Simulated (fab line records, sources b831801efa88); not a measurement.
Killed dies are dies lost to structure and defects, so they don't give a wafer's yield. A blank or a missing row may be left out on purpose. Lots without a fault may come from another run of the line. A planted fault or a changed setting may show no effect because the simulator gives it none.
Which tool did it? | flow gf180mcu | 7 lots, 21 wafers sampled, at 4 steps of a route of 602

WHAT THE GAUGES READ, wafer by wafer
GF_V5_RS_MEAS_24: measures by four-point-probe.
lot  | measured     | on            | V5_W_RS (ohm/sq)
L435 | day 27 21:01 | film_metro-01 | 0.330 0.336 0.337
L437 | day 28 08:35 | film_metro-02 | 0.336 0.334 0.335
L439 | day 29 05:39 | film_metro-02 | 0.329 0.329 0.331
L442 | day 30 04:39 | film_metro-02 | 0.326 0.330 0.324
L444 | day 30 11:02 | film_metro-02 | 0.325 0.331 0.327
L447 | day 31 10:52 | film_metro-01 | 0.324 0.333 0.325
L456 | day 33 16:41 | film_metro-04 | 0.333 0.333 0.332

WHICH TOOL RAN EACH LOT (tool, then ch and the chambers of the sampled wafers, then the start)
lot  | GF_CONTACT_CVD_00                | GF_V5_ETCH_16                      | GF_V5_ETCH_17
L435 | hdpcvd-01 ch 0,1, day 15 21:17   | rie_diel-02 ch 1,2,3, day 27 20:04 | rie_diel-02 ch 1,2,3, day 27 21:01 or earlier
L437 | hdpcvd-02 ch 0,1, day 16 11:35   | rie_diel-02 ch 1,2,3, day 28 07:40 | rie_diel-02 ch 1,2,3, day 28 08:35 or earlier
L439 | hdpcvd-02 ch 0,1,2, day 17 11:25 | rie_diel-04 ch 0,1,2, day 29 04:41 | rie_diel-04 ch 0,1,2, day 29 05:39 or earlier
L442 | hdpcvd-01 ch 0,1,2, day 18 13:37 | rie_diel-04 ch 1,2, day 30 03:40   | rie_diel-04 ch 1,2, day 30 04:39 or earlier
L444 | hdpcvd-01 ch 0,1,2, day 19 00:44 | rie_diel-02 ch 1,2,3, day 30 10:08 | rie_diel-02 ch 1,2,3, day 30 11:02 or earlier
L447 | hdpcvd-02 ch 0,1,2, day 20 05:19 | rie_diel-04 ch 1,2,3, day 31 09:58 | rie_diel-04 ch 1,2,3, day 31 10:52 or earlier
L456 | hdpcvd-02 ch 0,1, day 23 09:33   | rie_diel-02 ch 0,2,3, day 33 15:47 | rie_diel-02 ch 0,2,3, day 33 16:41 or earlier
- GF_CONTACT_CVD_00: deposits SiO2, target thk 300 nm, time 50 s.
- GF_V5_ETCH_16: etches BARC in N2/H2.
- GF_V5_ETCH_17: etches SiO2 in C4F8/O2/Ar, stops on TiN, target depth 855 nm.

THE ANSWER, worked out from the rows above alone
Rule: what is usual is taken from the lots themselves. Put in order of their means at a reading, lots are off if they are a third of the lots or fewer, leave a main group of 4 or more, and stand apart from it by a gap of 3 or more times the standard deviation of the main group's means; of several such gaps the widest counts. A main group whose means are all the same, to the digits that the tables above print for the reading, isn't used. A lot without any number at a reading at which 4 lots or more have one is off too. The other lots that the step has rows for count as sound.
No lot is off at any reading shown: from this, nothing can be told.

WHAT THE SIMULATOR HAD PUT IN
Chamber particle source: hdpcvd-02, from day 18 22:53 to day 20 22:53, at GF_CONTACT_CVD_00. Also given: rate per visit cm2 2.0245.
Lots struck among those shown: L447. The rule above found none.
